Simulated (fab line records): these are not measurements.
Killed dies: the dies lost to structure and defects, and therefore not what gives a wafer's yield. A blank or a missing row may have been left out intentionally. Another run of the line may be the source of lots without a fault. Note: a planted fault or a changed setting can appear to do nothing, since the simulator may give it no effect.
Comparing a struck lot with a sound one / flow sky130 / 15 steps out of a route of 708
Sound: the wafers L591.1, L591.3, L591.4. Struck: wafers L599.1, L599.4, L599.6. At the end, the cause is stated.
Order at every step that has rows: each side's tool, ch and its chambers, its first start. Under that, the readings that differ: sound wafers / struck wafers / difference of the means / sigmas: that difference in standard deviations of wafers without a fault.
alike: readings whose means differ by less than 2 such deviations, and words and numbers that are the same on both sides. not compared: withheld readings, readings that some wafer has no value for, bounds like >300 that may hide the same value, and numbers for which the record gives no deviation and whose values overlap.
Wherever a step has rows on one side only, a row that says differs or no value, or a row with sigmas, the two part there. When numbers do not overlap yet have no deviation, they are printed without sigmas and do not part them. A reading missing from all wafers of one side parts the sides only when that side holds two or more wafers.

first, 1 step without rows for these wafers: SKY_CONTACT_ETCH_17 (etches SiO2 in C4F8/O2/Ar, stops on Si3N4, target depth 340 nm).
SKY_CONTACT_ETCH_18: etches Si3N4 in CHF3/O2, stops on TiN, time 39 s, target depth 75 nm.
  sound on rie_diel-02 ch 1,2,3; struck on rie_diel-03 ch 0,1,3
  alike: drypump_motor_current_A, oes_product_au, throttle_valve_pct
  not compared: rf_hours_counter_h
then, 5 steps without rows for these wafers: SKY_CONTACT_STRIP_19 (strips in O2/N2); SKY_CONTACT_STRIP_20 (strips in post etch residue remover, time 1200 s); SKY_CONTACT_CLEAN_21 (cleans in IPA, time 180 s); SKY_CONTACT_CLEAN_22 (cleans in O3/DIW); SKY_CONTACT_SPUTTER_23 (material TiN, target thk 20 nm, time 80 s).
SKY_CONTACT_CVD_24: deposits W, target thk 340 nm, time 102.12 s.
  sound on cvd_w-02 ch 0,1, day 33 05:22; struck on cvd_w-01 ch 0,1, day 35 19:26
  alike: heater_power_w
SKY_CONTACT_RS_MEAS_25: measures by four-point-probe.
  sound on film_metro-01, day 33 05:29; struck on film_metro-01, day 35 19:32
reading=CONTACT_W_RS (ohm/sq); sound=0.342 0.345 0.339; struck=0.330 0.329 0.332; difference=-0.012; sigmas=-3
SKY_CONTACT_THK_MEAS_26: measures by xrf.
  sound on film_metro-01, day 33 05:36; struck on film_metro-01, day 35 19:40
reading=CONTACT_W_THK (nm); sound=328 326 332; struck=340 339 336; difference=+10; sigmas=+2
SKY_CONTACT_CMP_27: polishes, stops on SiO2, t overpolish 15 s, target thk 0 nm.
  sound on cmp-01 ch 0,1,3, day 33 05:40; struck on cmp-02 ch 0,1,2, day 35 19:46
  alike: motor_current_A, overpolish_run_s, time_to_endpoint_s
SKY_METAL1_SPUTTER_00: material Ti, target thk 15 nm, time 10 s.
  sound on pvd_sputter-02, day 33 05:58; struck on pvd_sputter-02, day 35 20:01
  alike: throttle_valve_pct
SKY_METAL1_SPUTTER_01: material TiN, target thk 20 nm, time 16.7 s.
  sound on pvd_sputter-02, day 33 05:59; struck on pvd_sputter-02, day 35 20:03
reading=model.TiN_of_METAL1_SPUTTER_01.thk_nm (nm); sound=19.67 19.83 19.37; struck=10.14 10.1 10.13; difference=-9.50; sigmas=
  alike: throttle_valve_pct
SKY_METAL1_SPUTTER_02: material AlCu, target thk 250 nm, time 13.3 s.
  sound on pvd_sputter-02, day 33 06:00; struck on pvd_sputter-02, day 35 20:04
  alike: throttle_valve_pct
-- the record jumps here: 13 days lie between the struck wafers' starts before and after (it left off in module METAL1 and takes up again in module PAD_OPEN, whose first step shown is number 708 of the route) --
SKY_PAD_OPEN_PROBE_99:
  rows exist in the record for the struck wafers here (prober-01, day 48 22:56), but not for the sound ones

WHERE THEY PART
First at SKY_CONTACT_RS_MEAS_25; last, within this record, at SKY_PAD_OPEN_PROBE_99.

WHY: what had been put in by the simulator
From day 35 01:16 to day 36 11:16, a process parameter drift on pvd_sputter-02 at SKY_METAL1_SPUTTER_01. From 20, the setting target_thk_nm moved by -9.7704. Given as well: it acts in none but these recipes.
